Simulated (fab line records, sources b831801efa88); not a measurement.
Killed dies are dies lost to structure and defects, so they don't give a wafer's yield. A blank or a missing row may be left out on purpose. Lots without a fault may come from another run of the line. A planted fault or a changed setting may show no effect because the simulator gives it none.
A struck lot beside a sound one | flow sky130 | 43 steps out of a route of 708
Sound: wafers L410.1, L410.3, L410.4. Struck: wafer L419.1. (L419.2, L419.3 of the same lot were not struck and are left out.) The cause comes at the end.
At each step with rows: each side's tool, then ch and its chambers, then its first start. Under that, the readings that differ: sound wafers | struck wafers | difference of the means | sigmas: that difference in standard deviations of wafers without a fault.
alike: readings whose means differ by less than 2 such deviations, and words and numbers that are the same on both sides. not compared: withheld readings, readings that some wafer has no value for, bounds like >300 that may hide the same value, and numbers for which the record gives no deviation and whose values overlap.
The two part at a step that has a row with sigmas, a row that says differs or no value, or rows on one side only. Numbers that don't overlap but have no deviation are shown without sigmas and don't part them. A reading that every wafer of one side lacks parts them only if that side has two wafers or more.

first, 4 steps without rows for these wafers: SKY_VIA2_CLEAN_18 (cleans in IPA, time 180 s); SKY_VIA2_CLEAN_19 (cleans in O3/DIW); SKY_VIA2_SPUTTER_20 (material TiN, target thk 20 nm, time 80 s); SKY_VIA2_CVD_21 (deposits W, target thk 420 nm, time 126.4 s).
SKY_VIA2_RS_MEAS_22: measures by four-point-probe.
  sound on film_metro-02, day 36 18:10; struck on film_metro-02, day 39 19:18
  alike: VIA2_W_RS
SKY_VIA2_THK_MEAS_23: measures by xrf.
  sound on film_metro-02, day 36 18:17; struck on film_metro-02, day 39 19:25
  alike: VIA2_W_THK
SKY_VIA2_CMP_24: polishes, stops on SiO2, t overpolish 20 s, target thk 0 nm.
  sound on cmp-01 ch 0,2,3, day 36 18:24; struck on cmp-01 ch 2, day 39 19:32
  alike: edge_zone_pressure_frac, motor_current_A, overpolish_run_s, time_to_endpoint_s
SKY_METAL3_SPUTTER_00: material Ti, target thk 15 nm, time 10 s.
  sound on pvd_sputter-01, day 36 18:39; struck on pvd_sputter-04, day 39 19:47
  alike: cathode_dc_power_W, throttle_valve_pct
SKY_METAL3_SPUTTER_01: material TiN, target thk 20 nm, time 16.7 s.
  sound on pvd_sputter-01, day 36 18:40; struck on pvd_sputter-04, day 39 19:49
  alike: cathode_dc_power_W, throttle_valve_pct
then, 1 step without rows for these wafers: SKY_METAL3_SPUTTER_02 (material AlCu, target thk 735 nm, time 39.1 s).
SKY_METAL3_SPUTTER_03: material Ti, target thk 5 nm, time 3.3 s.
  sound on pvd_sputter-01, day 36 18:44; struck on pvd_sputter-04, day 39 19:52
  alike: cathode_dc_power_W, throttle_valve_pct
then, 1 step without rows for these wafers: SKY_METAL3_SPUTTER_04 (material TiN, target thk 70 nm, time 58.3 s).
SKY_CAPM_CVD_00: deposits SiO2, target thk 15.5 nm.
  sound on pecvd-04 ch 0,2, day 36 18:48; struck on pecvd-02 ch 1, day 39 19:56
  alike: heater_power_w, susceptor_temp_C
SKY_CAPM_THK_MEAS_01:
  sound on film_metro-04, day 36 18:50; struck on film_metro-03, day 39 19:58
  alike: CAPM_CVD_00_THK
then, 1 step without rows for these wafers: SKY_CAPM_SPUTTER_02 (material TiN, target thk 200 nm, time 166.7 s).
SKY_CAPM_RS_MEAS_03: measures by four-point-probe.
  sound on film_metro-01, day 36 19:00; struck on film_metro-01, day 39 20:08
  alike: CAPM_TIN_RS
SKY_CAPM_THK_MEAS_04: measures by xrf.
  sound on film_metro-01, day 36 19:07; struck on film_metro-01, day 39 20:15
  alike: CAPM_TIN_THK
then, 7 steps without rows for these wafers: SKY_CAPM_DEHYDRATE_05 (time 60 s); SKY_CAPM_HMDS_06 (prime time 60 s); SKY_CAPM_COAT_07 (resist thk 1140 nm); SKY_CAPM_SOFTBAKE_08 (time 60 s); SKY_CAPM_EXPOSE_09 (exposes mask CAPM, target cd 1000 nm); SKY_CAPM_PEB_10; SKY_CAPM_DEVELOP_11 (develop time 60 s).
SKY_CAPM_OVL_MEAS_12:
  sound on overlay-01, day 37 20:39; struck on overlay-02, day 40 19:54
  alike: CAPM_OVL
SKY_CAPM_METAL_ETCH_13: etches TiN in Cl2/BCl3, stops on SiO2, target depth 220 nm, time 62.9 s.
  sound on rie_metal-03 ch 0,1, day 37 20:41; struck on rie_metal-02 ch 1, day 40 19:56
  alike: drypump_motor_current_A, he_backside_leak_sccm, oes_product_au, throttle_valve_pct
  not compared: rf_hours_counter_h
then, 12 steps without rows for these wafers: SKY_CAPM_STRIP_14 (strips in O2/N2); SKY_CAPM_STRIP_15 (strips in post etch residue remover, time 1200 s); SKY_CAPM_CLEAN_16 (cleans in IPA, time 180 s); SKY_CAPM_CLEAN_17 (cleans in O3/DIW); SKY_METAL3_DEHYDRATE_05 (time 60 s); SKY_METAL3_HMDS_06 (prime time 60 s); SKY_METAL3_COAT_07 (resist thk 60 nm); SKY_METAL3_COAT_08 (resist thk 1140 nm); SKY_METAL3_SOFTBAKE_09 (time 90 s); SKY_METAL3_EXPOSE_10 (exposes mask MM3, target cd 300 nm); SKY_METAL3_PEB_11; SKY_METAL3_DEVELOP_12 (develop time 60 s).
SKY_METAL3_CD_MEAS_13: target cd 300 nm.
  sound on cd_sem-01, day 38 23:09; struck on cd_sem-01, day 41 20:05
  alike: cd_nm
SKY_METAL3_OVL_MEAS_14:
  sound on overlay-01, day 38 23:16; struck on overlay-01, day 41 20:12
  alike: METAL3_OVL
then, 2 steps without rows for these wafers: SKY_METAL3_DESCUM_15 (chemistry O2, time 8 s); SKY_METAL3_ETCH_16 (etches BARC in N2/H2, stops on SiO2, time 88.2 s, target depth 60 nm).
-- the record jumps here: 7 days lie between the struck wafers' starts before and after (it left off in module METAL3 and takes up again in module PAD_OPEN, whose first step shown is number 708 of the route) --
SKY_PAD_OPEN_PROBE_99:
  sound on prober-02, day 46 06:07; struck on prober-01, day 48 14:06
  reading                               | sound             | struck                   | difference                   | sigmas
  hold                                  | - - -             | await_dispo/1.2h/release | no value on the sound wafers |
  defect_limited_yield (%)              | 86.6 84.6 80.9    | 74.0                     | -10.0                        | -5
  killed_at_M4_up                       | 3 1 5             | 9                        | +6                           | +3
  killed_at_other                       | 0 2 1             | 46                       | +45                          | +78
  killed_dies                           | 66 76 94          | 128                      | +49                          | +5
  sort_bin_3_pad_short (%)              | 0.4 0.8 1.2       | 4.5                      | +3.7                         | +9
  sort_bin_5_function (%)               | 8.5 9.6 10.8      | 16.3                     | +6.7                         | +5
  sort_n_pass                           | 426 416 398       | 364                      | -49                          | -5
  sort_yield_pct (%)                    | 86.6 84.6 80.9    | 74.0                     | -10.0                        | -5
  model.etest.tester.sort_n_pass        | 426 416 398       | 364                      | -49                          |
  model.etest.tester.sort_yield_pct (%) | 86.59 84.55 80.89 | 73.98                    | -10.03                       |
  model.etest.tester.sort_bin_5_pct (%) | 8.537 9.553 10.77 | 16.26                    | +6.64                        |
  model.etest.tester.sort_bin_3_pct (%) | 0.4065 0.813 1.22 | 4.472                    | +3.659                       |
  alike: killed_at_M0_to_M3, killed_at_contacts, killed_at_front_end, killed_open, killed_short, sort_bin_6_memory

WHERE THEY PART
Only at SKY_PAD_OPEN_PROBE_99, within this record.

WHY: what the simulator had put in
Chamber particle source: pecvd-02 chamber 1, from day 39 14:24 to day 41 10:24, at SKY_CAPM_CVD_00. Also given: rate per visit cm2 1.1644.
